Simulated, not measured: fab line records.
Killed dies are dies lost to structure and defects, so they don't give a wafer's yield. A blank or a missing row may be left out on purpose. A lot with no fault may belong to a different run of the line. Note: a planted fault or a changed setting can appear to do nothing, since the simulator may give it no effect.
A sampling plan put to the test | flow sky130 | one line in one fab, 17 faults in these records, each fault weighed on the records of the lots it struck
The plan is the line's own looks: the steps of the route at which a gauge or an inspection reads the wafer and doesn't change it. Where struck wafers have a number at a look and the file lists that look's usual mean and standard deviation on fault-free wafers, the look can be judged. Caught: a look later than the fault's first step finds the struck wafers' mean 4 or more of those standard deviations (sigma) from the usual mean. On the tool: here the same test is run on the tool's own readings at the fault's steps. Another recipe on the struck wafers, or a record that is blank for them alone, also counts as caught.

THE FAULTS, as the simulator had put them in
1. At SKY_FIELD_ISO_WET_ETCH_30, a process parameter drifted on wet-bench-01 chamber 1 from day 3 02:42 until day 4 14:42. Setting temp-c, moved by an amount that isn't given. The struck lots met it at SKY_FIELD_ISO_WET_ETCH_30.
2. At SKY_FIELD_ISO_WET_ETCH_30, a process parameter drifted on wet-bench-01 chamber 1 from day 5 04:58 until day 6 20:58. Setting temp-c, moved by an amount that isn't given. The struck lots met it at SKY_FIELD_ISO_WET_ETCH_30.
3. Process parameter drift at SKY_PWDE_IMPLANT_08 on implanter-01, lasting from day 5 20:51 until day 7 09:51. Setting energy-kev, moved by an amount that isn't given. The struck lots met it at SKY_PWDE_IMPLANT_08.
4. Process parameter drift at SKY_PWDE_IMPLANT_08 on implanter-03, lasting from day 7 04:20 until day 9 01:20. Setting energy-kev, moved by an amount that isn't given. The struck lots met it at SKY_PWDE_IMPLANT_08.
5. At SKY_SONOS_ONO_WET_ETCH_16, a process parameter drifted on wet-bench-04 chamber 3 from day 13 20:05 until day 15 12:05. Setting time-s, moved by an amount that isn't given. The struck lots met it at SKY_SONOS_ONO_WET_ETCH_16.
6. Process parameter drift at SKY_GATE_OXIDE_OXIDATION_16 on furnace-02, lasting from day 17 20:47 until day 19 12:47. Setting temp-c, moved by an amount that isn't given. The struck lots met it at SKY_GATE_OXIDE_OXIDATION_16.
7. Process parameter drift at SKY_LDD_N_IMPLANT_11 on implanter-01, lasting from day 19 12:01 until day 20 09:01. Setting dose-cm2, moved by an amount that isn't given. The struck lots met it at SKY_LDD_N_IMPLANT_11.
8. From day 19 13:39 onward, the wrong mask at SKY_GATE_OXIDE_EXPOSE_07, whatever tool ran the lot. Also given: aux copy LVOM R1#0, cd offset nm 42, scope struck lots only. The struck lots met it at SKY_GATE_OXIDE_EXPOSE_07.
9. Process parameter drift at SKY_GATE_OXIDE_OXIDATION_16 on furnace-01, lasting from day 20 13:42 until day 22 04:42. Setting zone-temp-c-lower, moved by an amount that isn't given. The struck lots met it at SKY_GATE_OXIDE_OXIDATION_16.
10. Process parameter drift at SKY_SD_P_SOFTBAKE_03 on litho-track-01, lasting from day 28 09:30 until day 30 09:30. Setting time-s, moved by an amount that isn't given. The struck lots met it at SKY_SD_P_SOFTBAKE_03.
11. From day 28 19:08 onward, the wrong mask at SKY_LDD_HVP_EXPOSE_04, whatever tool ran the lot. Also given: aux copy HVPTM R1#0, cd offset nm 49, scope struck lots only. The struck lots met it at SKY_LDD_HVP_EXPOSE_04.
12. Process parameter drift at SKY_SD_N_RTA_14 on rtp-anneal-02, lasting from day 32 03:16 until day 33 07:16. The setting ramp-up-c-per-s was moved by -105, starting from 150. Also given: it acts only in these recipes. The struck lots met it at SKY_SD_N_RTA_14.
13. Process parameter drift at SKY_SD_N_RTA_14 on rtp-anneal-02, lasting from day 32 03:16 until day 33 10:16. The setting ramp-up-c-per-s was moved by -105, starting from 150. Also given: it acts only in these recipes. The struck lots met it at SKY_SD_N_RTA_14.
14. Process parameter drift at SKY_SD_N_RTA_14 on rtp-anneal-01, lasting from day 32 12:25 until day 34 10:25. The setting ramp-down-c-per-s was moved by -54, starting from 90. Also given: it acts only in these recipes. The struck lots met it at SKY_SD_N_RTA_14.
15. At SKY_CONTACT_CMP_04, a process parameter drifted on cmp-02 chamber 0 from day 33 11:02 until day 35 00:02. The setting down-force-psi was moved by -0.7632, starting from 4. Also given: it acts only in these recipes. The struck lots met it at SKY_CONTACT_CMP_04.
16. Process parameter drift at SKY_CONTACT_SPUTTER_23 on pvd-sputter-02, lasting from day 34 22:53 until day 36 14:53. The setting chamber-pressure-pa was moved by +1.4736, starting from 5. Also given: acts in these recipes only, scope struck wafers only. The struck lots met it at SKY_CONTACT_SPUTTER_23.
17. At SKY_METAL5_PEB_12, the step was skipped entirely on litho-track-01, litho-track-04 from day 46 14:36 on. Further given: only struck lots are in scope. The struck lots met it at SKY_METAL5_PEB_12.

WHAT THE PLAN SAW
fault | on the tool itself                      | first look that catches it                      | reading, sigma | median hours from its first step to that look | hours from the fault's start to the first struck lot there | judged looks passed uncaught
1     | temp-c -94 sigma                        | none of the 3 looks that can be judged after it | -              | -                                             | -                                                          | 3
2     | temp-c +99 or beyond sigma              | no look after it can be judged                  | -              | -                                             | -                                                          | 0
3     | beam-energy-keV -99 or beyond sigma     | not the one look that can be judged after it    | -              | -                                             | -                                                          | 1
4     | beam-energy-keV -99 or beyond sigma     | not the one look that can be judged after it    | -              | -                                             | -                                                          | 1
5     | run-length-s +74 sigma                  | no look after it can be judged                  | -              | -                                             | -                                                          | 0
6     | spike-tc-centre-C -15 sigma             | no look after it can be judged                  | -              | -                                             | -                                                          | 0
7     | dose-ions-cm2 +99 or beyond sigma       | no look after it can be judged                  | -              | -                                             | -                                                          | 0
8     | no reading that can be judged           | not the one look that can be judged after it    | -              | -                                             | -                                                          | 1
9     | spike-tc-lower-C +29 sigma              | not the one look that can be judged after it    | -              | -                                             | -                                                          | 1
10    | run-length-s +28 sigma                  | none of the 2 looks that can be judged after it | -              | -                                             | -                                                          | 2
11    | no reading that can be judged           | no look after it can be judged                  | -              | -                                             | -                                                          | 0
12    | ramp-up-c-per-s -99 or beyond sigma     | not the one look that can be judged after it    | -              | -                                             | -                                                          | 1
13    | ramp-up-c-per-s -99 or beyond sigma     | none of the 3 looks that can be judged after it | -              | -                                             | -                                                          | 3
14    | ramp-down-c-per-s -99 or beyond sigma   | no look after it can be judged                  | -              | -                                             | -                                                          | 0
15    | head-pressure-psi -85 sigma             | none of the 2 looks that can be judged after it | -              | -                                             | -                                                          | 2
16    | chamber-pressure-pa +99 or beyond sigma | no look after it can be judged                  | -              | -                                             | -                                                          | 0
17    | no reading that can be judged           | no look after it can be judged                  | -              | -                                             | -                                                          | 0
Dash: fault not caught, or number not given in these records.

Caught at a look: 0 of 17. Caught on the tool: 14 of 17. By one or the other: 14 of 17.
Caught on the tool alone: faults 1, 2, 3, 4, 5, 6, 7, 9, 10, 12, 13, 14, 15, 16.
Caught by neither: faults 8, 11, 17.
